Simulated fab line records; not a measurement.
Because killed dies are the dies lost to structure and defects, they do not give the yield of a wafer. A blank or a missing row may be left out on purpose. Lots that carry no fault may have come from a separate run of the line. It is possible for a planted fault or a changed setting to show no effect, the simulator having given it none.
fab line records	flow sky130
record: lots: 11	wafers: 33	lastDay: 50
route steps=708 shown CONTACT@433 METAL1@438 VIA1@478 PASSIVATION@683 PAD_OPEN@708
lots untouched by any fault: they come from a run of this same line in which no faults occurred
startH: the number of hours between the record's first day and the start of the first shown wafer of the lot	waitH: time in hours since the lot's previous step	" same as the row above	L1.1+2: a row that stands for several wafers	- value missing, or start not given	* or withheld: withheld	< > ~ a bound
route shown NAME@n: NAME is a module with steps in the file, n the number in the route of the first one	usual: mean and standard deviation over wafers with no fault	same: alike in all rows	chamber/n: place in a boat	sites: the reading at each site	_std_site: the values' standard deviation	_edge_site: mean of outer sites minus mean of inner sites	radiusMm: how far each site lies from the wafer's centre	mask NAME#n: copy n	behind: tool/chamber where the wafer was last shaped	hold: why the lot went on hold/how many hours it stayed there/how the hold came to an end	device: the n, p or np transistor that did not switch	end of line: tests of these same wafers at the route's end	a step with no rows: only its recipe	killed: not the wafer's yield, but the dies lost to structure and defects at the first sort	map: dies across one wafer; x = killed, . = not, _ = none there
set.NAME: the run value of the setting; set.NAME@STEP: its run value at that earlier step	model.NAME: the simulator's own value behind a step, which no gauge read
steps of the route over a sample of lots; a table a step, a row a wafer
services: the hour from which a tool's chamber was out of use, counted from the record's first day as startH (under 0 if before that day), plus the number of hours and why
== steps ==
step: SKY_CONTACT_CMP_27
recipe: stopOn: SiO2	tOverpolishS: 15	downForcePsi: 3.5	platenRpm: 60	targetThkNm: 0	padVelocityMS: 0.94248
usual: edgeZonePressureFrac: 1.001/0.0047	motorCurrentA: 10.6/1.2	overpolishRunS: 15.001/0.01	slurryFlowMlMin: 150.0/0.46	timeToEndpointS: 83/5.2
same: tOverpolishS: 15
lot.wafer	tool	chamber	startH	waitH	edgeZonePressureFrac	motorCurrentA	overpolishRunS	slurryFlowMlMin	timeToEndpointS
L418.1	cmp-02	1	741.30	0.1	1.000	8.4	15.010	149.8	78
L418.4	"	2	"	"	0.992	10.8	14.999	149.9	87
L418.5	"	0	"	"	0.999	10.0	14.984	150.2	86
L421.2	cmp-01	1	783.09	0.0	0.999	10.7	15.010	150.3	83
L421.5	"	1	"	"	1.002	10.2	15.010	149.3	81
L421.6	"	2	"	"	1.006	12.4	15.006	150.3	75
L423.3	cmp-01	0	793.98	0.0	1.004	12.2	14.997	150.0	86
L423.4	"	1	"	"	1.000	10.6	14.999	149.5	88
L423.1	"	3	"	"	1.002	10.9	15.000	150.2	80
L425.4	cmp-02	1	803.56	0.1	0.998	8.7	15.009	150.2	78
L425.1	"	2	"	"	0.995	11.3	14.996	150.1	85
L425.5	"	3	"	"	1.002	11.0	14.995	150.7	76
L427.2	cmp-01	2	809.86	0.1	0.995	11.9	15.008	149.5	83
L427.1	"	3	"	"	0.995	10.5	14.997	150.2	81
L427.4	"	1	"	"	1.004	10.8	15.020	149.5	91
L428.3	cmp-02	1	825.45	0.0	1.012	8.3	14.995	149.8	78
L428.2	"	2	"	"	1.003	11.0	14.995	150.4	90
L428.5	"	2	"	"	0.998	10.7	14.986	150.2	86
L436.2	cmp-01	2	878.83	0.0	1.007	12.2	15.019	150.3	80
L436.3	"	3	"	"	0.998	10.4	14.996	150.3	79
L436.6	"	3	"	"	0.995	10.5	15.008	149.9	79
L437.2	cmp-01	1	891.60	0.1	1.001	10.2	15.008	148.6	87
L437.6	"	3	"	"	1.003	10.3	14.999	150.4	79
L437.5	"	0	"	"	1.004	12.7	15.004	148.9	84
L438.4	cmp-02	2	892.93	0.2	1.006	10.8	15.004	149.1	90
L438.2	"	3	"	"	0.994	10.8	15.000	150.5	79
L438.6	"	3	"	"	1.003	11.0	14.989	150.1	79
L439.3	cmp-02	1	893.28	0.4	1.003	8.3	15.004	149.6	81
L439.6	"	0	"	"	1.008	9.7	15.001	150.3	90
L439.5	"	1	"	"	1.000	8.6	14.992	149.9	80
L440.1	cmp-01	0	895.10	0.1	0.997	12.7	14.998	149.9	79
L440.3	"	1	"	"	1.007	11.0	15.011	150.4	83
L440.5	"	0	"	"	0.997	12.8	14.998	149.5	82
step: SKY_METAL1_SPUTTER_04
recipe: material: TiN	targetThkNm: 70	powerW: 6500	timeS: 58.3	chamberPressurePa: 0.4
usual: throttleValvePct: 30.0/0.78
lot.wafer	tool	chamber	startH	waitH	throttleValvePct
L418.1	pvdSputter-04	-	741.59	0.0	30.5
L418.4	"	-	"	"	30.1
L418.5	"	-	"	"	29.3
L421.2	pvdSputter-04	-	783.48	0.0	29.7
L421.5	"	-	"	"	29.9
L421.6	"	-	"	"	29.4
L423.1	pvdSputter-02	-	794.37	0.0	28.4
L423.3	"	-	"	"	31.2
L423.4	"	-	"	"	30.0
L425.1	pvdSputter-02	-	803.85	0.0	29.9
L425.4	"	-	"	"	31.3
L425.5	"	-	"	"	29.9
L427.1	pvdSputter-01	-	810.25	0.0	31.2
L427.2	"	-	"	"	30.5
L427.4	"	-	"	"	29.7
L428.2	pvdSputter-04	-	825.84	0.0	29.2
L428.3	"	-	"	"	29.5
L428.5	"	-	"	"	29.9
L436.2	pvdSputter-02	-	879.22	0.0	28.4
L436.3	"	-	"	"	29.8
L436.6	"	-	"	"	29.9
L437.2	pvdSputter-04	-	891.89	0.0	29.7
L437.5	"	-	"	"	29.3
L437.6	"	-	"	"	30.5
L438.2	pvdSputter-02	-	893.32	0.0	28.3
L438.4	"	-	"	"	29.1
L438.6	"	-	"	"	31.6
L439.3	pvdSputter-04	-	893.62	0.0	30.0
L439.5	"	-	"	"	29.7
L439.6	"	-	"	"	30.2
L440.1	pvdSputter-04	-	895.44	0.0	29.8
L440.3	"	-	"	"	29.4
L440.5	"	-	"	"	29.2
step: SKY_VIA1_SPUTTER_20
recipe: material: TiN	targetThkNm: 20	chamberPressurePa: 5	powerW: 4000	timeS: 80
usual: throttleValvePct: 30.1/0.87
lot.wafer	tool	chamber	startH	waitH	throttleValvePct
L418.1	pvdSputter-01	-	795.11	0.0	29.7
L418.4	"	-	"	"	30.7
L418.5	"	-	"	"	30.2
L421.2	pvdSputter-01	-	838.09	0.0	30.9
L421.5	"	-	"	"	30.6
L421.6	"	-	"	"	29.9
L423.1	pvdSputter-01	-	847.46	0.0	29.9
L423.3	"	-	"	"	30.5
L423.4	"	-	"	"	30.9
L425.1	pvdSputter-03	-	856.56	0.0	30.0
L425.4	"	-	"	"	31.4
L425.5	"	-	"	"	31.1
L427.1	pvdSputter-04	-	864.34	0.0	29.5
L427.2	"	-	"	"	29.4
L427.4	"	-	"	"	30.1
L428.2	pvdSputter-04	-	879.89	0.0	30.0
L428.3	"	-	"	"	29.7
L428.5	"	-	"	"	30.5
L436.2	pvdSputter-03	-	930.74	0.0	30.5
L436.3	"	-	"	"	31.4
L436.6	"	-	"	"	30.2
L437.2	pvdSputter-01	-	942.89	0.0	29.8
L437.5	"	-	"	"	30.5
L437.6	"	-	"	"	29.9
L438.2	pvdSputter-03	-	944.47	0.0	30.0
L438.4	"	-	"	"	30.6
L438.6	"	-	"	"	30.6
L439.3	pvdSputter-03	-	945.73	0.0	31.4
L439.5	"	-	"	"	30.2
L439.6	"	-	"	"	30.8
L440.1	pvdSputter-01	-	947.19	0.0	30.4
L440.3	"	-	"	"	30.7
L440.5	"	-	"	"	29.7
step: SKY_PASSIVATION_CVD_02
recipe: material: Si3N4	targetThkNm: 540	tempC: 400	timeS: withheld	rfW: 450
usual: heaterPowerW: 739/91
lot.wafer	tool	chamber	startH	waitH	heaterPowerW
L418.1	pecvd-03	0	1027.92	0.1	791
L418.4	"	2	"	"	805
L418.5	"	1	"	"	683
L421.2	pecvd-02	2	1067.06	0.0	705
L421.5	"	2	"	"	730
L421.6	"	1	"	"	682
L423.1	pecvd-03	1	1072.71	0.1	771
L423.3	"	2	"	"	814
L423.4	"	1	"	"	798
L425.1	pecvd-03	1	1079.29	0.1	642
L425.4	"	1	"	"	707
L425.5	"	0	"	"	760
L427.1	pecvd-03	0	1088.59	0.1	741
L427.2	"	1	"	"	750
L427.4	"	0	"	"	781
L428.2	pecvd-01	1	1095.75	0.0	964
L428.3	"	2	"	"	704
L428.5	"	2	"	"	708
L436.2	pecvd-01	2	1138.96	0.0	734
L436.3	"	1	"	"	938
L436.6	"	0	"	"	678
L437.2	pecvd-01	2	1152.34	0.0	753
L437.5	"	0	"	"	745
L437.6	"	2	"	"	607
L438.2	pecvd-03	0	1152.60	0.0	812
L438.4	"	0	"	"	661
L438.6	"	2	"	"	770
L439.3	pecvd-01	0	1153.56	0.0	691
L439.5	"	2	"	"	794
L439.6	"	1	"	"	811
L440.1	pecvd-03	1	1155.68	0.1	700
L440.3	"	0	"	"	728
L440.5	"	0	"	"	770
step: SKY_PASSIVATION_THK_MEAS_03
recipe: reads: Si3N4_of_PASSIVATION_CVD_02
usual: PASSIVATION_CVD_02_THK: 537/7.9
lot.wafer	tool	chamber	startH	waitH	PASSIVATION_CVD_02_THK[nm]
L418.1	filmMetro-03	-	1028.15	-	543
L418.4	"	-	"	"	550
L418.5	"	-	"	"	549
L421.2	filmMetro-01	-	1067.31	-	528
L421.5	"	-	"	"	537
L421.6	"	-	"	"	535
L423.1	filmMetro-03	-	1072.94	-	540
L423.3	"	-	"	"	533
L423.4	"	-	"	"	549
L425.1	filmMetro-04	-	1079.51	-	538
L425.4	"	-	"	"	551
L425.5	"	-	"	"	542
L427.1	filmMetro-04	-	1088.82	-	769
L427.2	"	-	"	"	775
L427.4	"	-	"	"	534
L428.2	filmMetro-03	-	1095.98	-	535
L428.3	"	-	"	"	539
L428.5	"	-	"	"	555
L436.2	filmMetro-04	-	1139.19	-	541
L436.3	"	-	"	"	540
L436.6	"	-	"	"	542
L437.2	filmMetro-03	-	1152.57	-	549
L437.5	"	-	"	"	548
L437.6	"	-	"	"	554
L438.2	filmMetro-04	-	1152.83	-	535
L438.4	"	-	"	"	535
L438.6	"	-	"	"	536
L439.3	filmMetro-03	-	1153.81	-	532
L439.5	"	-	"	"	552
L439.6	"	-	"	"	539
L440.1	filmMetro-01	-	1155.91	-	542
L440.3	"	-	"	"	543
L440.5	"	-	"	"	543
step: SKY_PAD_OPEN_PROBE_99
usual: defectLimitedYield: 82.2/1.8	killed_at_M0_to_M3: 42/6.1	killed_at_M4_up: 3.3/1.7	killedAtContacts: 25/5.4	killedAtFrontEnd: 16/4.6	killedAtOther: 0.4/0.55	killedDies: 87/8.8	killedOnRim: 18/3.6	killedOpen: 47/7.1	killedShort: 40/5.8	sort_bin_3_pad_short: 0.9/0.45	sort_bin_5_function: 10.7/1.4	sort_bin_6_memory: 6.2/1.2	sort_bin_8_speed: 0.00/0.017	sortNPass: 405/8.8	sortYieldPct: 82.2/1.8
same: grossDies: 492	killedAtBackSide: 0	sort_bin_4_leakage[%]: 0
lot.wafer	tool	chamber	startH	waitH	defectLimitedYield[%]	killed_at_M0_to_M3	killed_at_M4_up	killedAtContacts	killedAtFrontEnd	killedAtOther	killedDies	killedOnRim	killedOpen	killedShort	sort_bin_3_pad_short[%]	sort_bin_5_function[%]	sort_bin_6_memory[%]	sort_bin_8_speed[%]	sortNPass	sortYieldPct[%]
L427.1	prober-02	-	1131.55	0.1	47.8	38	3	24	28	164	257	83	46	49	0.2	46.3	5.7	0	235	47.8
L427.2	prober-02	-	1131.60	0.1	21.5	46	6	31	8	295	386	62	47	44	1.4	70.1	6.9	0	106	21.5
L427.4	prober-02	-	1131.70	0.2	83.1	46	4	26	7	0	83	14	40	43	1.4	9.1	6.3	0	409	83.1
L436.2	prober-01	-	1176.10	0.1	80.5	47	4	28	17	0	96	21	57	39	1.0	12.0	6.5	0	396	80.5
L436.3	prober-01	-	1176.15	0.2	83.1	42	4	21	16	0	83	15	52	31	1.2	9.8	5.9	0	409	83.1
L436.6	prober-01	-	1176.30	0.2	79.5	62	3	18	18	0	101	18	55	44	1.4	12.2	6.9	0	391	79.5
L438.2	prober-01	-	1188.50	0.1	82.5	44	5	28	9	0	86	15	56	30	0.2	12.2	5.1	0	406	82.5
L438.4	prober-01	-	1188.60	0.2	82.9	41	4	17	22	0	84	16	44	40	0.4	10.6	6.1	0	408	82.9
L438.6	prober-01	-	1188.70	0.2	80.3	43	4	29	20	1	97	26	44	53	0.8	11.2	7.7	0	395	80.3
killed by level:class
L427.1 PASSIVATION:areaEtch=156 CONTACT:geometricParticle:open=9 VIA1:geometricParticle:open=8 FIELD_ISO:geometricParticle:short=7 POLY_GATE:geometricParticle:open=7 LOCAL_INTERCONNECT:geometricParticle:short=7 METAL2:geometricParticle:short=6 PAD_OPEN:areaEtch=6
L427.2 PASSIVATION:areaEtch=279 PAD_OPEN:areaEtch=16 CONTACT:geometricParticle:open=12 METAL2:geometricParticle:short=11 LI_CONTACT:geometricParticle:open=10 VIA2:geometricParticle:open=6 METAL3:geometricParticle:short=6 VIA1:geometricParticle:open=5
L427.4 VIA3:geometricParticle:open=9 LI_CONTACT:geometricParticle:open=8 CONTACT:geometricParticle:short=7 METAL2:geometricParticle:short=7 CONTACT:geometricParticle:open=6 METAL1:geometricParticle:short=5 VIA1:geometricParticle:open=5 METAL3:geometricParticle:short=4
L436.2 VIA1:geometricParticle:open=15 VIA1:geometricParticle:short=11 LI_CONTACT:geometricParticle:open=10 CONTACT:geometricParticle:open=9 VIA2:geometricParticle:open=9 CONTACT:geometricParticle:short=6 FIELD_ISO:geometricParticle:open=4 FIELD_ISO:geometricParticle:short=3
L436.3 VIA1:geometricParticle:open=11 FIELD_ISO:geometricParticle:open=9 CONTACT:geometricParticle:open=7 VIA2:geometricParticle:open=7 METAL1:geometricParticle:short=6 VIA3:geometricParticle:open=6 LOCAL_INTERCONNECT:geometricParticle:short=5 METAL2:geometricParticle:short=4
L436.6 VIA1:geometricParticle:open=14 CONTACT:geometricParticle:open=11 VIA2:geometricParticle:open=9 VIA3:geometricParticle:open=8 METAL1:geometricParticle:short=7 FIELD_ISO:geometricParticle:open=5 VIA1:geometricParticle:short=5 METAL2:geometricParticle:short=5
L438.2 CONTACT:geometricParticle:open=18 VIA1:geometricParticle:open=16 METAL2:geometricParticle:short=9 VIA2:geometricParticle:open=8 METAL4:geometricParticle:short=5 POLY_GATE:geometricParticle:open=4 CONTACT:geometricParticle:short=4 LI_CONTACT:geometricParticle:open=3
L438.4 VIA1:geometricParticle:open=11 FIELD_ISO:geometricParticle:short=7 VIA2:geometricParticle:open=7 LI_CONTACT:geometricParticle:open=5 LOCAL_INTERCONNECT:geometricParticle:short=5 POLY_GATE:geometricParticle:short=4 CONTACT:geometricParticle:open=4 VIA1:geometricParticle:short=4
L438.6 POLY_GATE:geometricParticle:short=10 LI_CONTACT:geometricParticle:open=9 VIA1:geometricParticle:open=8 CONTACT:geometricParticle:open=8 LOCAL_INTERCONNECT:geometricParticle:short=6 VIA3:geometricParticle:open=6 VIA2:geometricParticle:open=5 CONTACT:geometricParticle:short=5
== services ==
tool	chamber	startH	hours	kind
cmp-01	-	739.46	2.1	repair
pecvd-03	0	745.01	10.3	repair
cmp-01	-	748.47	4.0	pm
cmp-01	-	797.47	6.1	pm
cmp-01	-	803.60	4.8	pm
cmp-02	-	803.77	0.6	repair
cmp-01	-	804.68	4.7	repair
pvdSputter-01	-	812.71	1.1	repair
cmp-01	-	844.00	0.2	repair
cmp-02	-	849.99	1.4	repair
cmp-02	-	855.26	1.8	repair
cmp-02	-	877.77	1.3	repair
pecvd-03	0	893.82	5.3	repair
cmp-02	-	912.00	4.0	pm
cmp-02	-	956.47	1.6	repair
cmp-02	-	992.42	0.3	repair
cmp-02	-	1007.42	3.6	repair
cmp-01	-	1019.92	0.7	repair
pecvd-03	-	1019.98	0.8	repair
pvdSputter-01	-	1054.43	6.4	repair
pvdSputter-04	-	1081.75	3.7	repair
cmp-01	-	1088.47	4.0	pm
pvdSputter-01	-	1111.07	5.3	repair
cmp-01	-	1120.31	1.4	repair
== key ==
firstSign: step: SKY_PASSIVATION_THK_MEAS_03	reading: PASSIVATION_CVD_02_THK	direction: up	sigmas: 30	usual: 537	struck: 772
effect: step: SKY_PAD_OPEN_PROBE_99	reading: killedAtOther	direction: up	sigmas: 99+	usual: 0.4	struck: 229.5
moreKillsBornAt: SKY_PASSIVATION_ETCH_11@rieDiel-01: 435
metAt SKY_PASSIVATION_CVD_02
struckLots L427
struckWafers L427.1,L427.2
laterRowsLeftOut L427.2
notActingAt SKY_CONTACT_CMP_27,SKY_METAL1_SPUTTER_04,SKY_VIA1_SPUTTER_20
onsetBetween 1079.29 1088.59
fault: kind: processParameterDrift	tool: pecvd-03	chamber: -	onsetH: 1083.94	steps: SKY_PASSIVATION_CVD_02	channel: timeS	offset: withheld	shape: step	endH: 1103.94	scope: struckWafersOnly	actsIn: *
laterRowsLeftOut: the simulator's readings of these wafers behind a module that went badly wrong aren't trusted and aren't shown, but for the sort
